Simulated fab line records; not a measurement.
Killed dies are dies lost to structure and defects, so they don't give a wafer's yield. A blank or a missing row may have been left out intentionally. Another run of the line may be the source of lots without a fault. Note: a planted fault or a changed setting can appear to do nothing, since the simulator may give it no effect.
A lot that was struck, set against a sound lot / flow sky130 / 30 steps out of a route of 708
Sound: the wafers L778.2, L778.4, L778.6. The struck wafers were L771.3, L771.4, L771.5. Last of all comes the cause.
At each step with rows: each side's tool, then ch and its chambers, then its first start. Under that, the readings that differ: sound wafers / struck wafers / difference of the means / sigmas: that difference in standard deviations of wafers without a fault.
alike: words and numbers the same on both sides, and readings whose means are apart by under 2 such deviations; not compared: readings that were withheld, readings missing a value for some wafer, numbers with overlapping values and no deviation given by the record, and bounds like >300 which may hide the same value.
A row with sigmas, a row that says differs or no value, or rows on one side alone: a step with any of these is where the two part. When numbers do not overlap yet have no deviation, they are printed without sigmas and do not part them. A reading missing from all wafers of one side parts the sides only when that side holds two or more wafers.

SKY_FIELD_ISO_BOW_MEAS_00:
  sound: filmMetro-02 at day 4 23:01; struck: filmMetro-01 at day 3 12:02
  alike: INCOMING_BOW
then, 1 step without rows for these wafers: SKY_FIELD_ISO_OXIDATION_01 (stabilise 600 s, purge 300 s, target thk 12 nm).
SKY_FIELD_ISO_THK_MEAS_02:
  sound: filmMetro-01 at day 5 01:01; struck: filmMetro-01 at day 3 14:14
  alike: FIELD_ISO_OXIDATION_00_THK
SKY_FIELD_ISO_CVD_03: deposits Si3N4 from DCS/NH3, target thk 165 nm, time 2830 s.
  sound on lpcvd-02 ch 0, day 5 03:03; struck on lpcvd-02 ch 1, day 3 14:16
  no value came back on the struck wafers for pressureMtorr (mTorr), spikeTcBottomC (C); on the sound wafers pressureMtorr (mTorr) reads 249.6 249.9 248.9
then, 8 steps without rows for these wafers: SKY_FIELD_ISO_DEHYDRATE_05 (time 60 s); SKY_FIELD_ISO_HMDS_06 (prime time 60 s); SKY_FIELD_ISO_COAT_07 (resist thk 60 nm); SKY_FIELD_ISO_COAT_08 (resist thk 450 nm); SKY_FIELD_ISO_SOFTBAKE_09 (time 90 s); SKY_FIELD_ISO_EXPOSE_10 (exposes mask FOM, target cd 150 nm); SKY_FIELD_ISO_PEB_11; SKY_FIELD_ISO_DEVELOP_12 (develop time 60 s).
SKY_FIELD_ISO_CD_MEAS_13: the cd target is 150 nm.
  sound: cdSem-01 at day 5 23:26; struck: cdSem-01 at day 4 08:24
  alike: cdNm
SKY_FIELD_ISO_ETCH_14: etches BARC in N2/H2, stops on SiO2, time 45.9 s, target depth 60 nm.
  sound on rieDiel-01 ch 0,1, day 5 23:32; struck on rieDiel-01 ch 0,1, day 4 08:29
  alike: drypumpMotorCurrentA, n2FlowSccm, oesProductAu, throttleValvePct
  not compared: rfHoursCounterH
SKY_FIELD_ISO_ETCH_15: etches the open film in CHF3/O2, stops on Si, target depth 180 nm, time 72 s.
  sound on rieDiel-01 ch 0,1, day 5 23:34; struck on rieDiel-01 ch 0,1, day 4 08:31
reading=oesProductAu (a.u.); sound=0.950 0.942 0.951; struck=0.984 0.994 0.989; difference=+0.041; sigmas=+6
reading=model.etch.depthNm (nm); sound=166.6 165.5 165.6; struck=178.5 180 179.6; difference=+13.5; sigmas=
  alike: drypumpMotorCurrentA, throttleValvePct
  not compared: rfHoursCounterH
SKY_FIELD_ISO_STRIP_16: strips in O2/N2.
  sound on plasmaAsher-01 ch 0,1, day 5 23:38; struck on plasmaAsher-03 ch 0,1, day 4 08:37
  alike: drypumpMotorCurrentA, n2FlowSccm, oesProductAu, stripTimeToEndpointS
  not compared: rfHoursCounterH
SKY_FIELD_ISO_ETCH_17: etches Si in HBr/Cl2/O2, target depth 342 nm, time 97.7 s.
  sound on rieSi-02 ch 0,2, day 5 23:44; struck on rieSi-01 ch 2,3, day 4 08:41
  alike: HBr_flow_sccm, drypumpMotorCurrentA, heBacksideLeakSccm, oesProductAu, throttleValvePct
  not compared: rfHoursCounterH
then, 4 steps without rows for these wafers: SKY_FIELD_ISO_WET_ETCH_18 (etches Si3N4 in H3PO4, target depth 25 nm, time 286 s); SKY_FIELD_ISO_CLEAN_19 (cleans in SC1/SC2, time 150 s); SKY_FIELD_ISO_CLEAN_20 (cleans in dHF, time 20 s); SKY_FIELD_ISO_WET_ETCH_21 (etches SiO2 in dHF, target depth 20 nm, time 400 s).
SKY_FIELD_ISO_OXIDATION_22: stabilise 600 s, purge 300 s, target thk 10 nm.
  sound on furnace-02 ch 0, day 6 00:30; struck on furnace-02 ch 0, day 4 10:25
reading=model.SiO2_of_FIELD_ISO_OXIDATION_01.thkNm (nm); sound=12.03 12.15 12.27; struck=10.33 10.5 10.51; difference=-1.70; sigmas=
SKY_FIELD_ISO_THK_MEAS_23:
  sound: filmMetro-02 at day 6 01:41; struck: filmMetro-01 at day 4 11:37
reading=FIELD_ISO_OXIDATION_01_THK (nm); sound=9.96 9.83 9.89; struck=- - -; difference=no value on the struck wafers; sigmas=
then, 2 steps without rows for these wafers: SKY_FIELD_ISO_CVD_24 (deposits SiO2, target thk 595 nm, time 99.2 s); SKY_FIELD_ISO_ANNEAL_26 (time 1800 s).
SKY_FIELD_ISO_CMP_27: polishes, stops on Si3N4, t overpolish 16 s, target thk 457.8 nm.
  sound on cmp-02 ch 1,2, day 6 04:29; struck on cmp-01 ch 0,1,3, day 4 13:20
  alike: motorCurrentA
then, 1 step without rows for these wafers: SKY_FIELD_ISO_WET_ETCH_28 (etches SiO2 in dHF, target depth 23.7 nm, time 47 s).
SKY_FIELD_ISO_WET_ETCH_29: etches Si3N4 in H3PO4, target depth 160 nm, time 1825 s.
  sound on wetBench-01 ch 3, day 6 04:49; struck on wetBench-01 ch 2, day 4 13:36
reading=model.SiO2_of_FIELD_ISO_OXIDATION_01.thkNm (nm); sound=11.72 11.84 11.95; struck=10.01 10.18 10.2; difference=-1.71; sigmas=
then, 1 step without rows for these wafers: SKY_FIELD_ISO_WET_ETCH_30 (etches SiO2 in dHF, target depth 25 nm, time 50 s).
-- here the record skips 44 days between the struck wafers' starts before and after, leaving off in module FIELD_ISO and picking up in module PAD_OPEN (first step shown: number 708 of the route) --
SKY_PAD_OPEN_PROBE_99:
  sound: prober-01 at day 50 02:14; struck: prober-01 at day 48 10:32
reading=killedAtFrontEnd; sound=7 17 19; struck=420 418 418; difference=+404; sigmas=+92
reading=killedDies; sound=75 103 95; struck=492 492 492; difference=+401; sigmas=+41
reading=killedOnRim; sound=19 22 18; struck=96 96 96; difference=+76; sigmas=+20
  alike: killed_at_M0_to_M3, killed_at_M4_up, killedAtContacts, killedAtOther, killedOpen, killedShort

WHERE THEY PART
Last at SKY_PAD_OPEN_PROBE_99 as far as this record goes, first at SKY_FIELD_ISO_CVD_03.

WHY: the cause the simulator had injected
Step skipped in full: lpcvd-02, at SKY_FIELD_ISO_CVD_03, from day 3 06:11 onward. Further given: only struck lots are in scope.
